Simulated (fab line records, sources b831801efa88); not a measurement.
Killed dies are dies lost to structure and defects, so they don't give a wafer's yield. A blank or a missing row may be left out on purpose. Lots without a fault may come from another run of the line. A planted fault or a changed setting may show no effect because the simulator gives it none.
fab line records | flow sky130
record lots=10 wafers=30 last_day=50
route steps=708 shown METAL1@451 VIA1@459 METAL2@485
lots that met no fault: from a run of the same line without faults
start_h: hours from the record's first day to the start of the lot's first wafer shown | wait_h: hours since the lot's step before | " the same as in the row above | L1.1+2: a row that stands for several wafers | - no value, or no start given | * or withheld: withheld | < > ~ a bound
route shown NAME@n: a module of which the file shows steps, and the number in the route of the first | usual: mean/standard deviation of fault-free wafers | same: alike in all rows | chamber/n: place in a boat | sites: the reading at each site | _std_site: their standard deviation | _edge_site: outer sites' mean less inner sites' | radius_mm: how far each site lies from the wafer's centre | mask NAME#n: copy n | behind: the tool/chamber that last shaped the wafer | hold: why the lot was held/for how many hours/how that ended | device: the transistor (n, p or np) that didn't switch | end of line: the same wafers' tests at the end of the route | a step without rows: its recipe alone | killed: dies lost to structure and defects at the first sort, not the wafer's yield | map: a wafer's dies, x killed, . not, _ none there
set.NAME: the setting as run; set.NAME@STEP: as run at that earlier step | model.NAME: the simulator's own value behind a step, which no gauge read
steps of the route over a sample of lots; a table a step, a row a wafer
services: from which hour (start_h, from the record's first day; less than 0 if before it) a tool's chamber was out of use, for how many hours, and why
## steps
# step SKY_METAL1_DESCUM_17
# recipe chemistry=O2 source_power_w=150 bias_power_w=0 pressure_mtorr=10 temp_c=40 time_s=8
# usual drypump_motor_current_A=5.6/0.55 he_backside_leak_sccm=3.35/0.2 oes_product_au=0.999/0.0078
# columns lot.wafer tool chamber start_h wait_h drypump_motor_current_A he_backside_leak_sccm oes_product_au rf_hours_counter_h
L544.1 rie_metal-04 1 767.90 0.0 5.7 2.85 0.994 5
L544.2 " 0 " " 5.9 3.62 0.994 14
L544.4 " 0 " " 5.9 3.66 1.005 -
L546.1 rie_metal-03 1 787.55 0.0 4.8 3.52 0.975 14
L546.4 " 1 " " 4.8 3.68 0.996 -
L546.6 " 1 " " 4.8 3.45 0.991 -
L548.1 rie_metal-01 1 811.21 0.0 4.7 3.32 0.999 14
L548.2 " 0 " " 6.2 3.49 1.002 4
L548.6 " 1 " " 4.7 3.26 1.006 -
L551.1 rie_metal-03 0 830.25 0.0 5.9 3.24 1.001 5
L551.2 " 1 " " 4.8 3.12 0.997 15
L551.6 " 0 " " 5.9 3.42 1.013 -
L552.2 rie_metal-03 0 836.55 0.0 5.9 3.34 1.010 6
L552.3 " 1 " " 4.8 3.21 0.994 -
L552.5 " 1 " " 4.8 3.49 0.986 -
L554.1 rie_metal-03 0 854.80 0.0 5.9 3.15 1.007 6
L554.3 " 0 " " 5.9 3.27 1.008 -
L554.5 " 0 " " 5.9 3.01 1.003 -
L557.1 rie_metal-01 0 874.80 0.0 6.2 3.28 1.000 7
L557.4 " 1 " " 4.7 3.40 1.005 -
L557.5 " 1 " " 4.7 3.57 0.996 -
L560.1 rie_metal-04 1 895.55 0.0 5.8 3.05 0.984 10
L560.5 " 1 " " 5.8 3.01 0.990 -
L560.6 " 0 " " 5.9 3.75 0.997 -
L564.1 rie_metal-04 0 924.06 0.0 5.9 3.51 0.994 4
L564.4 " 1 " " 5.8 3.19 0.995 -
L564.5 " 1 " " 5.8 3.23 0.985 -
L565.1 rie_metal-03 1 931.86 0.0 4.8 3.53 0.999 2
L565.2 " 0 " " 5.9 3.46 0.996 10
L565.3 " 1 " " 4.8 3.29 1.009 -
# step SKY_VIA1_THK_MEAS_01
# recipe reads=SiO2_of_VIA1_HDPCVD_00
# usual VIA1_HDPCVD_THK=1026/12
# columns lot.wafer tool chamber start_h wait_h VIA1_HDPCVD_THK[nm]
L544.1 film_metro-01 - 768.92 0.1 1022
L544.2 " - " " 1016
L544.4 " - " " 1024
L546.1 film_metro-02 - 788.44 0.1 1039
L546.4 " - " " 1031
L546.6 " - " " 1020
L548.1 film_metro-04 - 812.11 0.1 1046
L548.2 " - " " 1023
L548.6 " - " " 1037
L551.1 film_metro-02 - 831.19 0.1 1022
L551.2 " - " " 1040
L551.6 " - " " 1049
L552.2 film_metro-04 - 837.45 0.1 1004
L552.3 " - " " 1010
L552.5 " - " " 1004
L554.1 film_metro-02 - 855.91 0.1 1036
L554.3 " - " " 1020
L554.5 " - " " 1029
L557.1 film_metro-01 - 875.69 0.1 1016
L557.4 " - " " 1035
L557.5 " - " " 1036
L560.1 film_metro-01 - 896.51 0.1 1022
L560.5 " - " " 1027
L560.6 " - " " 1037
L564.1 film_metro-02 - 924.95 0.1 1039
L564.4 " - " " 1028
L564.5 " - " " 1039
L565.1 film_metro-01 - 932.75 0.1 1016
L565.2 " - " " 1029
L565.3 " - " " 1034
# step SKY_VIA1_CD_MEAS_12
# recipe target_cd_nm=150
# usual cd_nm=149.8/2.2
# columns lot.wafer tool chamber start_h wait_h cd_nm
L544.1 cd_sem-02 - 796.49 - 148.6
L544.2 " - " " 149.1
L544.4 " - " " 148.7
L546.1 cd_sem-02 - 815.30 - 150.1
L546.4 " - " " 149.4
L546.6 " - " " 147.5
L548.1 cd_sem-01 - 838.29 - 148.3
L548.2 " - " " 149.0
L548.6 " - " " 147.9
L551.1 cd_sem-02 - 857.47 - 147.8
L551.2 " - " " 146.7
L551.6 " - " " 147.8
L552.2 cd_sem-01 - 864.07 - 149.3
L552.3 " - " " 151.7
L552.5 " - " " 150.3
L554.1 cd_sem-01 - 881.49 - 149.5
L554.3 " - " " 149.1
L554.5 " - " " 150.2
L557.1 cd_sem-02 - 902.04 - 150.2
L557.4 " - " " 149.6
L557.5 " - " " 150.9
L560.1 cd_sem-02 - 922.00 - 154.7
L560.5 " - " " 151.5
L560.6 " - " " 152.4
L564.1 cd_sem-01 - 949.55 - 150.2
L564.4 " - " " 151.2
L564.5 " - " " 150.4
L565.1 cd_sem-02 - 957.92 - 149.5
L565.2 " - " " 151.1
L565.3 " - " " 153.8
# step SKY_METAL2_SPUTTER_02
# recipe material=AlCu target_thk_nm=250 power_w=10600 time_s=13.3 chamber_pressure_pa=0.4
# usual cathode_dc_power_W=10600/1.9 throttle_valve_pct=30.3/1.1
# columns lot.wafer tool chamber start_h wait_h cathode_dc_power_W throttle_valve_pct
L544.1 pvd_sputter-02 - 798.01 0.0 10598 29.3
L544.2 " - " " 10596 29.4
L544.4 " - " " 10599 31.0
L546.1 pvd_sputter-04 - 816.83 0.0 10598 28.9
L546.4 " - " " 10600 29.4
L546.6 " - " " 10599 32.7
L548.1 pvd_sputter-04 - 839.82 0.0 10603 29.4
L548.2 " - " " 10601 32.3
L548.6 " - " " 10600 31.9
L551.1 pvd_sputter-02 - 859.04 0.0 10599 31.1
L551.2 " - " " 10600 29.1
L551.6 " - " " 10601 29.3
L552.2 pvd_sputter-04 - 865.73 0.0 10602 29.2
L552.3 " - " " 10600 31.6
L552.5 " - " " 10600 32.2
L554.1 pvd_sputter-02 - 883.01 0.0 10598 29.6
L554.3 " - " " 10596 29.1
L554.5 " - " " 10599 30.8
L557.1 pvd_sputter-02 - 903.85 0.0 10962 30.0
L557.4 " - " " 10596 30.8
L557.5 " - " " 10602 31.1
L560.1 pvd_sputter-02 - 923.52 0.0 10598 29.3
L560.5 " - " " 10960 29.8
L560.6 " - " " 10597 29.3
L564.1 pvd_sputter-04 - 951.07 0.0 10600 32.6
L564.4 " - " " 10601 29.1
L564.5 " - " " 10600 31.4
L565.1 pvd_sputter-01 - 959.44 0.0 10599 29.3
L565.2 " - " " 10601 30.7
L565.3 " - " " 10598 30.6
# step SKY_METAL2_RS_MEAS_05
# recipe thk_meas_gauge=four-point-probe reads=TiN_of_METAL2_SPUTTER_04+Ti_of_METAL2_SPUTTER_03+AlCu_of_METAL2_SPUTTER_02+TiN_of_METAL2_SPUTTER_01+Ti_of_METAL2_SPUTTER_00
# usual METAL2_ALCU_RS=0.1269/0.0011
# columns lot.wafer tool chamber start_h wait_h hold METAL2_ALCU_RS[ohm/sq]
L544.1 film_metro-01 - 798.10 0.0 - 0.1257
L544.2 " - " " - 0.1255
L544.4 " - " " - 0.1255
L546.1 film_metro-04 - 816.92 0.0 - 0.1270
L546.4 " - " " - 0.1275
L546.6 " - " " - 0.1271
L548.1 film_metro-01 - 839.91 0.0 - 0.1263
L548.2 " - " " - 0.1271
L548.6 " - " " - 0.1265
L551.1 film_metro-03 - 859.13 0.0 - 0.1270
L551.2 " - " " - 0.1263
L551.6 " - " " - 0.1274
L552.2 film_metro-03 - 865.84 0.0 - 0.1263
L552.3 " - " " - 0.1270
L552.5 " - " " - 0.1263
L554.1 film_metro-03 - 883.10 0.0 - 0.1273
L554.3 " - " " - 0.1268
L554.5 " - " " - 0.1270
L557.1 film_metro-03 - 903.95 0.0 await_dispo/0.2h/release 0.1208
L557.4 " - " " await_dispo/0.2h/release 0.1247
L557.5 " - " " await_dispo/0.2h/release 0.1242
L557.1 film_metro-03 - 904.23 0.3 - 0.1206
L557.4 " - " " - 0.1247
L557.5 " - " " - 0.1242
L560.1 film_metro-03 - 923.61 0.0 - 0.1276
L560.5 " - " " - 0.1236
L560.6 " - " " - 0.1280
L564.1 film_metro-03 - 951.17 0.0 - 0.1263
L564.4 " - " " - 0.1254
L564.5 " - " " - 0.1262
L565.1 film_metro-01 - 959.53 0.0 - 0.1271
L565.2 " - " " - 0.1264
L565.3 " - " " - 0.1277
# step SKY_METAL2_THK_MEAS_06
# recipe thk_meas_gauge=xrf reads=AlCu_of_METAL2_SPUTTER_02
# usual METAL2_ALCU_THK=249.9/2.7
# columns lot.wafer tool chamber start_h wait_h hold METAL2_ALCU_THK[nm]
L544.1 film_metro-01 - 798.22 0.1 - 252.7
L544.2 " - " " - 250.7
L544.4 " - " " - 253.7
L546.1 film_metro-04 - 817.04 0.1 - 250.3
L546.4 " - " " - 247.1
L546.6 " - " " - 249.8
L548.1 film_metro-01 - 840.03 0.1 - 249.9
L548.2 " - " " - 249.9
L548.6 " - " " - 251.3
L551.1 film_metro-03 - 859.25 0.1 - 249.9
L551.2 " - " " - 252.5
L551.6 " - " " - 250.5
L552.2 film_metro-03 - 865.95 0.1 - 254.0
L552.3 " - " " - 252.5
L552.5 " - " " - 252.5
L554.1 film_metro-03 - 883.22 0.1 - 251.9
L554.3 " - " " - 251.0
L554.5 " - " " - 250.9
L557.1 film_metro-03 - 905.33 1.1 await_dispo/0.2h/release 262.4
L557.4 " - " " await_dispo/0.2h/release 256.3
L557.5 " - " " await_dispo/0.2h/release 256.4
L557.1 film_metro-03 - 905.56 0.2 - 263.2
L557.4 " - " " - 254.5
L557.5 " - " " - 257.6
L560.1 film_metro-03 - 923.73 0.1 - 245.4
L560.5 " - " " - 256.0
L560.6 " - " " - 246.1
L564.1 film_metro-03 - 951.29 0.1 - 250.3
L564.4 " - " " - 251.7
L564.5 " - " " - 251.1
L565.1 film_metro-01 - 959.65 0.1 - 248.1
L565.2 " - " " - 251.3
L565.3 " - " " - 249.4
## services
# columns tool chamber start_h hours kind
pvd_sputter-02 - 769.38 2.1 repair
pvd_sputter-04 1 770.90 - consumable_replace:kit
pvd_sputter-04 1 770.90 18.0 scheduled_down
pvd_sputter-04 1 770.90 18.0 vent_cycle
rie_metal-04 0 813.80 - clean
rie_metal-04 0 813.80 12.6 scheduled_down
rie_metal-04 0 813.80 12.6 vent_cycle
pvd_sputter-02 0 816.52 - consumable_replace:kit
pvd_sputter-02 0 816.52 18.0 scheduled_down
pvd_sputter-02 0 816.52 18.0 vent_cycle
rie_metal-04 - 829.13 0.5 repair
pvd_sputter-04 - 834.45 0.6 repair
pvd_sputter-04 - 837.07 1.5 repair
rie_metal-03 1 853.65 - clean
rie_metal-03 1 853.65 23.1 scheduled_down
rie_metal-03 1 853.65 23.1 vent_cycle
rie_metal-01 1 879.07 - clean
rie_metal-01 1 879.07 26.3 scheduled_down
rie_metal-01 1 879.07 26.3 vent_cycle
pvd_sputter-04 - 902.12 25.9 repair
pvd_sputter-02 - 944.13 11.5 repair
pvd_sputter-04 0 954.33 - consumable_replace:kit
pvd_sputter-04 0 954.33 18.0 scheduled_down
pvd_sputter-04 0 954.33 18.0 vent_cycle
## key
first_sign step=SKY_METAL2_SPUTTER_02 reading=cathode_dc_power_W direction=up sigmas=99+ usual=10600 struck=10961
effect step=SKY_METAL2_RS_MEAS_05 reading=visit direction=added
effect step=SKY_METAL2_THK_MEAS_06 reading=visit direction=added
met_at SKY_METAL2_SPUTTER_02
struck_lots L557,L560
struck_wafers L557.1,L560.5
not_acting_at SKY_METAL1_DESCUM_17,SKY_VIA1_THK_MEAS_01,SKY_VIA1_CD_MEAS_12
fault kind=process_parameter_drift tool=pvd_sputter-02 chamber=- onset_h=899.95 steps=SKY_METAL2_SPUTTER_02 channel=power_w offset=* shape=step end_h=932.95 acts_in=* stated=* scope=struck_wafers_only
